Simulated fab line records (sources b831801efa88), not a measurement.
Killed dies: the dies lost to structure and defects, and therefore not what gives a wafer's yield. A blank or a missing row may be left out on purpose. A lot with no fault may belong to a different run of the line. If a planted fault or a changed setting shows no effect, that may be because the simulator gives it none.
Matching of chambers | flow sky130 | cmp-01 running SKY_CONTACT_CMP_27: 4 sister chambers
The step polishes, stops on SiO2, t overpolish 15 s, target thk 0 nm. 14 wafers are shown with their chamber, then 7 later ones without.

## WAFERS, EACH WITH ITS CHAMBER
wafer  | chamber | motor_current_A (A) | time_to_endpoint_s (s) | slurry_filter_dp_kPa (kPa)
L254.1 | 0       | 9.3                 | 86                     | 13.39
L254.2 | 3       | 11.4                | 82                     | 13.58
L254.4 | 1       | 9.4                 | 85                     | 13.41
L255.1 | 1       | 8.9                 | 81                     | 13.27
L255.3 | 0       | 9.7                 | 84                     | 13.30
L255.6 | 1       | 9.5                 | 82                     | 13.66
L258.2 | 0       | 9.6                 | 81                     | 13.34
L258.3 | 1       | 9.8                 | 84                     | 13.44
L258.5 | 3       | 11.5                | 78                     | 13.42
L263.1 | 3       | 11.4                | 80                     | 13.56
L263.2 | 1       | 9.8                 | 83                     | 13.49
L263.6 | 2       | 15.3                | 84                     | 13.70
L265.1 | 1       | 9.6                 | 75                     | 13.66
L265.5 | 2       | 14.8                | 81                     | 13.29

SIGNATURES, as means of the wafers listed above
reading              | chamber 0 | chamber 1 | chamber 2 | chamber 3 | scatter within a chamber
motor_current_A      | 9.533     | 9.500     | 15.050    | 11.433    | 0.279
time_to_endpoint_s   | 83.67     | 81.67     | 82.50     | 80.00     | 2.97
slurry_filter_dp_kPa | 13.3433   | 13.4883   | 13.4950   | 13.5200   | 0.148
Rule: for a wafer and a chamber, the distance is found by dividing, reading by reading, the gap between the wafer's reading and the chamber's mean by the reading's scatter, squaring, summing and taking the root. The wafer belongs to the nearest chamber; if the next one is less than 2 further off, it can't be placed. The scatter is the square root of a quotient: the sum, over the shown wafers, of each reading's squared deviation from its chamber's mean, divided by wafers minus chambers.

## WAFERS WITH NO CHAMBER GIVEN
wafer  | motor_current_A (A) | time_to_endpoint_s (s) | slurry_filter_dp_kPa (kPa)
L265.6 | 9.7                 | 74                     | 13.52
L272.3 | 11.3                | 83                     | 13.42
L272.4 | 15.2                | 84                     | 13.16
L272.6 | 11.0                | 81                     | 13.71
L276.1 | 9.3                 | 82                     | 13.56
L276.3 | 11.4                | 83                     | 13.27
L276.5 | 9.8                 | 84                     | 13.42

## EACH ONE'S CHAMBER
wafer  | from the rows above     | in truth
L265.6 | can't be placed: 1 or 0 | 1
L272.3 | 3                       | 3
L272.4 | 2                       | 2
L272.6 | 3                       | 3
L276.1 | can't be placed: 1 or 0 | 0
L276.3 | 3                       | 3
L276.5 | can't be placed: 0 or 1 | 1
4 of 7 placed correctly. Can't be placed from these rows: 3 (the true chamber is among the candidates in 3). Number placed wrongly: 0.
